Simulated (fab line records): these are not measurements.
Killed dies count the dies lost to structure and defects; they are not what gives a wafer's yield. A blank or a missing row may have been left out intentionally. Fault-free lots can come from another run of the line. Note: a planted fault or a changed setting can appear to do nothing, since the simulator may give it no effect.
fab line records | flow sky130 | part 1 of 2: steps 1 to 28 of 39
record lots=5 wafers=15 lastDay=50
route steps=708 shown CONTACT@415 METAL1@434
lots that met no fault: taken from a fault-free run of the same line
startH: the number of hours between the record's first day and the start of the first shown wafer of the lot | waitH: hours from the lot's prior step to this one | " the same as in the row above | L1.1+2: several wafers, shown together as one row | - no value, or no start given | * or withheld: withheld | < > ~ a bound
route shown NAME@n: names a module that has steps shown in the file, with the first one's number in the route | usual: average and standard deviation across the fault-free wafers | same: alike in all rows | chamber/n: place in a boat | sites: readings site by site | _std_site: standard deviation across them | _edge_site: the outer-site mean with the inner-site mean subtracted | radiusMm: how far each site lies from the wafer's centre | mask NAME#n: copy n | behind: the most recent tool/chamber to have shaped the wafer | hold: cause of the lot's hold/its duration in hours/its outcome | device: names the non-switching transistor (n, p or np) | end of line: tests of these same wafers at the route's end | a step given without rows: its recipe and nothing more | killed: not the wafer's yield, but the dies lost to structure and defects at the first sort | map: dies across one wafer; x = killed, . = not, _ = none there
set.NAME: the setting as run; set.NAME@STEP: as run at that earlier step | model.NAME: the simulator's own value behind a step, which no gauge read
lots at some steps of the route; a table a step, a row a wafer
services: when a tool's chamber went out of use (startH, in hours from the record's first day, below 0 if earlier), for how many hours, and the reason
## steps
# step SKY_CONTACT_COAT_09
# recipe resist=KrF-thick spinRpm=3000 resistThkNm=450
# columns lot.wafer tool chamber startH waitH
L075.2+3+4 lithoTrack-03 0 - -
L086.4+5+6 lithoTrack-01 0 - -
L090.2+3+4 lithoTrack-03 0 - -
L092.1+2+6 lithoTrack-03 0 - -
L097.2+3+4 lithoTrack-04 0 - -
# step SKY_CONTACT_SOFTBAKE_10
# recipe tempC=100 timeS=90 resist=KrF-thick
# columns lot.wafer tool chamber startH waitH
L075.2+3+4 lithoTrack-03 0 - -
L086.4+5+6 lithoTrack-01 0 - -
L090.2+3+4 lithoTrack-03 0 - -
L092.1+2+6 lithoTrack-03 0 - -
L097.2+3+4 lithoTrack-04 0 - -
# step SKY_CONTACT_EXPOSE_11
# recipe maskId=CTM1 na=0.8 sourceShape=annular sigmaInner=0.55 sigmaOuter=0.85 targetCdNm=170 doseMj=38
# same na=0.8
# columns lot.wafer tool chamber startH waitH mask
L075.2+3+4 krfScanner-02 0 - - CTM1#0
L086.4+5+6 krfScanner-02 0 - - CTM1#0
L090.2+3+4 krfScanner-01 0 - - CTM1#0
L092.1+2+6 krfScanner-01 0 - - CTM1#0
L097.2+3+4 krfScanner-01 0 - - CTM1#0
# step SKY_CONTACT_PEB_12
# recipe pebTempC=withheld pebTimeS=withheld resist=KrF-thick
# columns lot.wafer tool chamber startH waitH
L075.2+3+4 lithoTrack-03 0 - -
L086.4+5+6 lithoTrack-01 0 - -
L090.2+3+4 lithoTrack-03 0 - -
L092.1+2+6 lithoTrack-03 0 - -
L097.2+3+4 lithoTrack-03 0 - -
# step SKY_CONTACT_DEVELOP_13
# recipe developTimeS=60 resist=KrF-thick devTempC=21
# usual developerTempC=21.00/0.11
# columns lot.wafer tool chamber startH waitH developerTempC
L075.2 lithoTrack-03 0 - - 20.98
L075.3 " 0 " " 21.06
L075.4 " 0 " " 21.05
L086.4 lithoTrack-01 0 - - 21.00
L086.5 " 0 " " 20.97
L086.6 " 0 " " 21.03
L090.2 lithoTrack-03 0 - - 20.97
L090.3 " 0 " " 20.79
L090.4 " 0 " " 20.74
L092.1 lithoTrack-03 0 - - 21.09
L092.2 " 0 " " 21.02
L092.6 " 0 " " 21.05
L097.2 lithoTrack-03 0 - - 21.01
L097.3 " 0 " " 20.81
L097.4 " 0 " " 21.07
# step SKY_CONTACT_CD_MEAS_14
# recipe targetCdNm=170
# usual cdNm=169.5/1.6
# columns lot.wafer tool chamber startH waitH cdNm
L075.2 cdSem-01 - 744.81 - 171.2
L075.3 " - " " 171.7
L075.4 " - " " 171.0
L086.4 cdSem-02 - 824.52 - 173.2
L086.5 " - " " 171.5
L086.6 " - " " 170.4
L090.2 cdSem-01 - 868.86 - 169.6
L090.3 " - " " 169.4
L090.4 " - " " 169.9
L092.1 cdSem-01 - 872.09 - 167.5
L092.2 " - " " 167.1
L092.6 " - " " 167.3
L097.2 cdSem-02 - 912.42 - 167.5
L097.3 " - " " 168.5
L097.4 " - " " 168.9
# step SKY_CONTACT_OVL_MEAS_15
# usual CONTACT_OVL=1/6.4
# columns lot.wafer tool chamber startH waitH CONTACT_OVL[nm]
L075.2 overlay-01 - 744.92 0.1 -3
L075.3 " - " " 0
L075.4 " - " " -10
L086.4 overlay-01 - 824.60 0.1 3
L086.5 " - " " 4
L086.6 " - " " 10
L090.2 overlay-01 - 868.97 0.1 2
L090.3 " - " " 6
L090.4 " - " " 0
L092.1 overlay-01 - 872.21 0.1 8
L092.2 " - " " 4
L092.6 " - " " 5
L097.2 overlay-01 - 912.52 0.1 -8
L097.3 " - " " -1
L097.4 " - " " -5
# step SKY_CONTACT_ETCH_16
# recipe chemistry=N2/H2 target=BARC ionEnergyEv=200 sourceW=500 biasW=100 pressureMtorr=30 n2FlowSccm=100 h2FlowSccm=200 stopOn=SiO2 timeS=45.9 targetDepthA=600
# usual drypumpMotorCurrentA=5.8/0.46 oesProductAu=0.855/0.005 throttleValvePct=13.225/0.0089
# columns lot.wafer tool chamber startH waitH drypumpMotorCurrentA oesProductAu rfHoursCounterH throttleValvePct
L075.2 rieDiel-03 1 744.95 0.0 6.1 0.857 9 13.228
L075.3 " 3 " " 6.1 0.849 40 13.222
L075.4 " 3 " " 6.1 0.854 - 13.222
L086.4 rieDiel-03 1 824.64 0.0 6.1 0.855 - 13.232
L086.5 " 2 " " 6.1 0.856 - 13.234
L086.6 " 3 " " 6.1 0.852 - 13.213
L090.2 rieDiel-03 2 869.00 0.0 6.2 0.854 4 13.224
L090.3 " 3 " " 6.0 0.855 2 13.236
L090.4 " 0 " " 5.1 0.854 1 13.212
L092.1 rieDiel-02 3 872.25 0.0 6.2 0.856 9 13.225
L092.2 " 0 " " 5.0 0.852 10 13.226
L092.6 " 2 " " 5.2 0.859 - 13.229
L097.2 rieDiel-03 0 912.55 0.0 5.1 0.849 3 13.228
L097.3 " 2 " " 6.2 0.864 7 13.234
L097.4 " 3 " " 6.1 0.861 4 13.224
# step SKY_CONTACT_ETCH_17
# recipe target=SiO2 chemistry=C4F8/O2/Ar stopOn=Si3N4 maskMaterial=KrF-thick sourceW=1500 biasW=1200 pressureMtorr=40 c4f8FlowSccm=withheld O2_flow_sccm=6 Ar_flow_sccm=300 timeS=withheld targetDepthA=3400
# usual oesProductAu=0.891/0.0044
# columns lot.wafer tool chamber startH waitH oesProductAu
L075.2 rieDiel-03 1 744.99 0.0 0.888
L075.3 " 3 " " 0.894
L075.4 " 3 " " 0.887
L086.4 rieDiel-03 1 824.69 0.0 0.895
L086.5 " 2 " " 0.900
L086.6 " 3 " " 0.891
L090.2 rieDiel-03 2 869.04 0.0 0.894
L090.3 " 3 " " 0.890
L090.4 " 0 " " 0.898
L092.1 rieDiel-02 3 872.29 0.0 0.892
L092.2 " 0 " " 0.895
L092.6 " 2 " " 0.888
L097.2 rieDiel-03 0 912.59 0.0 0.899
L097.3 " 2 " " 0.893
L097.4 " 3 " " 0.882
# step SKY_CONTACT_ETCH_18
# recipe target=Si3N4 chemistry=CHF3/O2 stopOn=TiN sourceW=600 biasW=200 pressureMtorr=40 chf3FlowSccm=50 O2_flow_sccm=5 timeS=39 targetDepthA=750
# usual drypumpMotorCurrentA=5.7/0.45 oesProductAu=0.855/0.0088 throttleValvePct=8.794/0.0089
# columns lot.wafer tool chamber startH waitH drypumpMotorCurrentA oesProductAu rfHoursCounterH throttleValvePct
L075.2 rieDiel-03 1 - - 6.1 0.862 9 8.790
L075.3 " 3 " " 6.1 0.861 40 8.804
L075.4 " 3 " " 6.1 0.862 - 8.794
L086.4 rieDiel-03 1 - - 6.1 0.841 - 8.776
L086.5 " 2 " " 6.1 0.859 - 8.799
L086.6 " 3 " " 6.1 0.847 - 8.797
L090.2 rieDiel-03 2 - - 6.2 0.858 5 8.784
L090.3 " 3 " " 6.1 0.857 2 8.793
L090.4 " 0 " " 5.1 0.856 1 8.803
L092.1 rieDiel-02 3 - - 6.2 0.847 9 8.793
L092.2 " 0 " " 5.0 0.842 10 8.777
L092.6 " 2 " " 5.1 0.854 - 8.793
L097.2 rieDiel-03 0 - - 5.1 0.840 3 8.782
L097.3 " 2 " " 6.1 0.842 7 8.806
L097.4 " 3 " " 6.1 0.855 4 8.807
# step SKY_CONTACT_STRIP_19
# recipe chemistry=O2/N2 powerW=1400 pressureMtorr=1500 platenTempC=withheld o2FlowSccm=3000 n2FlowSccm=300 overashFraction=0.5
# usual drypumpMotorCurrentA=5.9/0.53 oesProductAu=0.381/0.0054 stripTimeToEndpointS=3.62/0.049
# columns lot.wafer tool chamber startH waitH drypumpMotorCurrentA oesProductAu rfHoursCounterH stripTimeToEndpointS
L075.2 plasmaAsher-01 0 745.08 - 5.9 0.372 62 3.59
L075.3 " 1 " " 5.2 0.371 - 3.56
L075.4 " 0 " " 5.9 0.381 - 3.60
L086.4 plasmaAsher-01 1 824.79 - 5.2 0.375 - 3.58
L086.5 " 1 " " 5.2 0.377 - 3.62
L086.6 " 0 " " 5.9 0.382 - 3.61
L090.2 plasmaAsher-03 1 869.13 - 5.7 0.378 102 3.63
L090.3 " 1 " " 5.7 0.385 - 3.58
L090.4 " 0 " " 5.8 0.378 - 3.61
L092.1 plasmaAsher-03 1 872.38 - 5.7 0.379 102 3.71
L092.2 " 0 " " 5.7 0.382 102 3.61
L092.6 " 0 " " 5.7 0.391 - 3.68
L097.2 plasmaAsher-02 0 912.68 - 6.8 0.370 48 3.58
L097.3 " 1 " " 5.7 0.381 - 3.61
L097.4 " 0 " " 6.8 0.378 - 3.58
# step SKY_CONTACT_STRIP_20
# recipe chemistry=postEtchResidueRemover timeS=1200 tempC=72.5
# columns lot.wafer tool chamber startH waitH
L075.2+3+4 wetBench-03 2 745.18 0.1
L086.4+5+6 wetBench-01 1 824.85 0.0
L090.2+3+4 wetBench-04 0 869.23 0.1
L092.1+2+6 wetBench-03 3 872.48 0.1
L097.2+3+4 wetBench-03 1 912.78 0.1
# step SKY_CONTACT_CLEAN_21
# recipe chemistry=IPA timeS=180 tempC=25
# columns lot.wafer tool chamber startH waitH
L075.2+3+4 wetBench-03 0 745.52 0.0
L086.4+5+6 wetBench-04 1 825.19 0.0
L090.2+3+4 wetBench-03 1 869.57 0.0
L092.1+2+6 wetBench-04 1 872.82 0.0
L097.2+3+4 wetBench-01 3 913.12 0.0
# step SKY_CONTACT_CLEAN_22
# recipe chemistry=O3/DIW dry=n2Spin
# columns lot.wafer tool chamber startH waitH
L075.2+3+4 wetBench-01 1 745.58 0.0
L086.4+5+6 wetBench-03 0 825.31 0.0
L090.2+3+4 wetBench-01 0 869.63 0.0
L092.1+2+6 wetBench-01 2 872.88 0.0
L097.2+3+4 wetBench-04 2 913.18 0.0
# step SKY_CONTACT_SPUTTER_23
# recipe material=TiN targetThkNm=20 chamberPressurePa=5 powerW=4000 timeS=80
# usual throttleValvePct=29.8/0.81
# columns lot.wafer tool chamber startH waitH throttleValvePct
L075.2 pvdSputter-02 - 745.67 0.0 30.3
L075.3 " - " " 29.3
L075.4 " - " " 31.0
L086.4 pvdSputter-02 - 825.40 0.0 30.2
L086.5 " - " " 30.8
L086.6 " - " " 30.3
L090.2 pvdSputter-02 - 869.73 0.0 30.1
L090.3 " - " " 30.9
L090.4 " - " " 30.5
L092.1 pvdSputter-01 - 872.97 0.0 30.3
L092.2 " - " " 28.5
L092.6 " - " " 28.8
L097.2 pvdSputter-03 - 913.27 0.0 28.8
L097.3 " - " " 29.7
L097.4 " - " " 28.9
# step SKY_CONTACT_CVD_24
# recipe material=W targetThkNm=340 timeS=102.12 tempC=400 pressureTorr=40
# usual heaterPowerW=842/38
# columns lot.wafer tool chamber startH waitH heaterPowerW
L075.2 cvdW-02 1 745.73 0.0 908
L075.3 " 0 " " 794
L075.4 " 1 " " 897
L086.4 cvdW-02 0 825.50 0.1 824
L086.5 " 0 " " 826
L086.6 " 1 " " 900
L090.2 cvdW-01 0 869.79 0.0 795
L090.3 " 1 " " 848
L090.4 " 0 " " 810
L092.1 cvdW-01 1 873.04 0.0 857
L092.2 " 0 " " 803
L092.6 " 0 " " 808
L097.2 cvdW-02 1 913.34 0.0 894
L097.3 " 1 " " 898
L097.4 " 0 " " 833
# step SKY_CONTACT_RS_MEAS_25
# recipe thkMeasGauge=four-point-probe reads=W_of_CONTACT_CVD_24+TiN_of_CONTACT_SPUTTER_23
# usual CONTACT_W_RS=0.336/0.0045
# columns lot.wafer tool chamber startH waitH CONTACT_W_RS[ohm/sq]
L075.2 filmMetro-01 - 745.86 0.1 0.340
L075.3 " - " " 0.336
L075.4 " - " " 0.334
L086.4 filmMetro-04 - 825.63 0.1 0.340
L086.5 " - " " 0.343
L086.6 " - " " 0.339
L090.2 filmMetro-02 - 869.92 0.1 0.334
L090.3 " - " " 0.338
L090.4 " - " " 0.334
L092.1 filmMetro-02 - 873.15 0.1 0.338
L092.2 " - " " 0.329
L092.6 " - " " 0.324
L097.2 filmMetro-04 - 913.47 0.1 0.339
L097.3 " - " " 0.341
L097.4 " - " " 0.343
# step SKY_CONTACT_THK_MEAS_26
# recipe thkMeasGauge=xrf reads=W_of_CONTACT_CVD_24
# usual CONTACT_W_THK=350/5.2
# columns lot.wafer tool chamber startH waitH CONTACT_W_THK[nm]
L075.2 filmMetro-01 - 745.97 0.1 348
L075.3 " - " " 353
L075.4 " - " " 354
L086.4 filmMetro-04 - 825.72 0.1 346
L086.5 " - " " 342
L086.6 " - " " 348
L090.2 filmMetro-02 - 870.03 0.1 352
L090.3 " - " " 347
L090.4 " - " " 353
L092.1 filmMetro-02 - 873.27 0.1 348
L092.2 " - " " 356
L092.6 " - " " 360
L097.2 filmMetro-04 - 913.58 0.1 352
L097.3 " - " " 348
L097.4 " - " " 346
# step SKY_CONTACT_CMP_27
# recipe stopOn=SiO2 tOverpolishS=15 downForcePsi=3.5 platenRpm=60 targetThkNm=0 padVelocityMS=0.94248
# usual motorCurrentA=11.6/0.91 overpolishRunS=15.000/0.0088 timeToEndpointS=83/4.6
# columns lot.wafer tool chamber startH waitH motorCurrentA overpolishRunS timeToEndpointS
L075.2 cmp-02 1 746.02 0.0 12.0 14.997 90
L075.4 " 3 " " 11.6 15.010 84
L075.3 " 0 " " 12.0 14.991 79
L086.4 cmp-02 2 825.90 0.2 10.4 15.005 82
L086.6 " 3 " " 10.7 14.990 82
L086.5 " 0 " " 11.5 15.005 78
L090.3 cmp-01 3 870.08 0.0 13.0 15.013 79
L090.4 " 0 " " 12.7 15.003 77
L090.2 " 2 " " 10.2 15.006 81
L092.1 cmp-01 1 873.38 0.1 13.4 15.016 86
L092.2 " 3 " " 12.6 15.022 81
L092.6 " 1 " " 13.0 15.003 88
L097.2 cmp-01 3 913.63 0.0 12.0 14.998 79
L097.3 " 0 " " 12.5 14.985 78
L097.4 " 2 " " 9.9 14.999 80
# step SKY_METAL1_SPUTTER_00
# recipe material=Ti targetThkNm=15 powerW=3000 timeS=10 chamberPressurePa=0.4
# usual throttleValvePct=29.6/0.66
# columns lot.wafer tool chamber startH waitH throttleValvePct
L075.2 pvdSputter-04 - 746.32 0.2 29.2
L075.3 " - " " 30.4
L075.4 " - " " 28.9
L086.4 pvdSputter-04 - 826.07 0.1 29.3
L086.5 " - " " 28.8
L086.6 " - " " 29.4
L090.2 pvdSputter-04 - 870.38 0.1 29.1
L090.3 " - " " 29.1
L090.4 " - " " 30.0
L092.1 pvdSputter-03 - 873.63 0.2 28.5
L092.2 " - " " 28.7
L092.6 " - " " 28.7
L097.2 pvdSputter-02 - 913.93 0.2 30.5
L097.3 " - " " 29.5
L097.4 " - " " 29.4
# step SKY_METAL1_SPUTTER_01
# recipe material=TiN targetThkNm=20 powerW=6500 timeS=16.7 chamberPressurePa=0.4
# usual throttleValvePct=29.6/0.66
# columns lot.wafer tool chamber startH waitH throttleValvePct
L075.2 pvdSputter-04 - 746.35 0.0 29.5
L075.3 " - " " 29.9
L075.4 " - " " 29.2
L086.4 pvdSputter-04 - 826.09 0.0 29.4
L086.5 " - " " 28.9
L086.6 " - " " 29.3
L090.2 pvdSputter-04 - 870.41 0.0 28.9
L090.3 " - " " 29.2
L090.4 " - " " 30.1
L092.1 pvdSputter-03 - 873.65 0.0 28.5
L092.2 " - " " 28.9
L092.6 " - " " 28.7
L097.2 pvdSputter-02 - 913.95 0.0 30.8
L097.3 " - " " 29.6
L097.4 " - " " 29.3
# step SKY_METAL1_SPUTTER_02
# recipe material=AlCu targetThkNm=250 powerW=10600 timeS=13.3 chamberPressurePa=0.4
# usual throttleValvePct=29.6/0.68
# columns lot.wafer tool chamber startH waitH throttleValvePct
L075.2 pvdSputter-04 - 746.37 0.0 29.3
L075.3 " - " " 30.3
L075.4 " - " " 29.1
L086.4 pvdSputter-04 - 826.11 0.0 29.3
L086.5 " - " " 28.9
L086.6 " - " " 29.4
L090.2 pvdSputter-04 - 870.43 0.0 29.1
L090.3 " - " " 29.1
L090.4 " - " " 30.0
L092.1 pvdSputter-03 - 873.67 0.0 28.5
L092.2 " - " " 29.0
L092.6 " - " " 28.7
L097.2 pvdSputter-02 - 913.97 0.0 31.0
L097.3 " - " " 29.4
L097.4 " - " " 29.5
# step SKY_METAL1_SPUTTER_03
# recipe material=Ti targetThkNm=5 powerW=3000 timeS=3.3 chamberPressurePa=0.4
# usual throttleValvePct=29.6/0.69
# columns lot.wafer tool chamber startH waitH throttleValvePct
L075.2 pvdSputter-04 - 746.40 0.0 29.3
L075.3 " - " " 30.2
L075.4 " - " " 29.2
L086.4 pvdSputter-04 - 826.14 0.0 29.5
L086.5 " - " " 29.0
L086.6 " - " " 29.2
L090.2 pvdSputter-04 - 870.46 0.0 29.0
L090.3 " - " " 29.0
L090.4 " - " " 30.3
L092.1 pvdSputter-03 - 873.70 0.0 28.8
L092.2 " - " " 28.8
L092.6 " - " " 29.0
L097.2 pvdSputter-02 - 914.00 0.0 30.7
L097.3 " - " " 29.3
L097.4 " - " " 29.3
# step SKY_METAL1_SPUTTER_04
# recipe material=TiN targetThkNm=70 powerW=6500 timeS=58.3 chamberPressurePa=0.4
# usual throttleValvePct=29.6/0.68
# columns lot.wafer tool chamber startH waitH throttleValvePct
L075.2 pvdSputter-04 - 746.42 0.0 29.4
L075.3 " - " " 30.2
L075.4 " - " " 28.6
L086.4 pvdSputter-04 - 826.17 0.0 29.2
L086.5 " - " " 29.0
L086.6 " - " " 29.3
L090.2 pvdSputter-04 - 870.47 0.0 28.6
L090.3 " - " " 29.1
L090.4 " - " " 30.0
L092.1 pvdSputter-03 - 873.72 0.0 28.8
L092.2 " - " " 28.7
L092.6 " - " " 28.5
L097.2 pvdSputter-02 - 914.02 0.0 30.8
L097.3 " - " " 29.4
L097.4 " - " " 29.1
# step SKY_METAL1_RS_MEAS_05
# recipe thkMeasGauge=four-point-probe reads=TiN_of_METAL1_SPUTTER_04+Ti_of_METAL1_SPUTTER_03+AlCu_of_METAL1_SPUTTER_02+TiN_of_METAL1_SPUTTER_01+Ti_of_METAL1_SPUTTER_00
# usual METAL1_ALCU_RS=0.1264/0.0017
# columns lot.wafer tool chamber startH waitH METAL1_ALCU_RS[ohm/sq]
L075.2 filmMetro-04 - 746.48 0.0 0.1236
L075.3 " - " " 0.1267
L075.4 " - " " 0.1253
L086.4 filmMetro-01 - 826.25 0.1 0.1250
L086.5 " - " " 0.1272
L086.6 " - " " 0.1255
L090.2 filmMetro-03 - 870.54 0.0 0.1270
L090.3 " - " " 0.1223
L090.4 " - " " 0.1265
L092.1 filmMetro-04 - 873.77 0.0 0.1257
L092.2 " - " " 0.1261
L092.6 " - " " 0.1272
L097.2 filmMetro-01 - 914.09 0.0 0.1271
L097.3 " - " " 0.1258
L097.4 " - " " 0.1264
# step SKY_METAL1_THK_MEAS_06
# recipe thkMeasGauge=xrf reads=AlCu_of_METAL1_SPUTTER_02
# usual METAL1_ALCU_THK=246/3.5
# columns lot.wafer tool chamber startH waitH METAL1_ALCU_THK[nm]
L075.2 filmMetro-04 - 746.59 0.1 252
L075.3 " - " " 247
L075.4 " - " " 248
L086.4 filmMetro-01 - 826.34 0.1 249
L086.5 " - " " 242
L086.6 " - " " 247
L090.2 filmMetro-03 - 870.65 0.1 246
L090.3 " - " " 255
L090.4 " - " " 248
L092.1 filmMetro-04 - 873.89 0.1 248
L092.2 " - " " 248
L092.6 " - " " 244
L097.2 filmMetro-01 - 914.20 0.1 243
L097.3 " - " " 247
L097.4 " - " " 244
# step SKY_METAL1_DEHYDRATE_07
# recipe tempC=200 timeS=60
# columns lot.wafer tool chamber startH waitH
L075.2+3+4 lithoTrack-02 0 759.84 13.2
L086.4+5+6 lithoTrack-01 0 839.49 13.1
L090.2+3+4 lithoTrack-02 0 882.34 11.7
L092.1+2+6 lithoTrack-02 0 886.41 12.5
L097.2+3+4 lithoTrack-01 0 926.24 12.0
# step SKY_METAL1_HMDS_08
# recipe primeTimeS=60 primeTempC=120
# columns lot.wafer tool chamber startH waitH
L075.2+3+4 lithoTrack-02 0 759.99 0.1
L086.4+5+6 lithoTrack-01 0 839.64 0.1
L090.2+3+4 lithoTrack-02 0 882.49 0.1
L092.1+2+6 lithoTrack-02 0 886.56 0.1
L097.2+3+4 lithoTrack-01 0 926.39 0.1
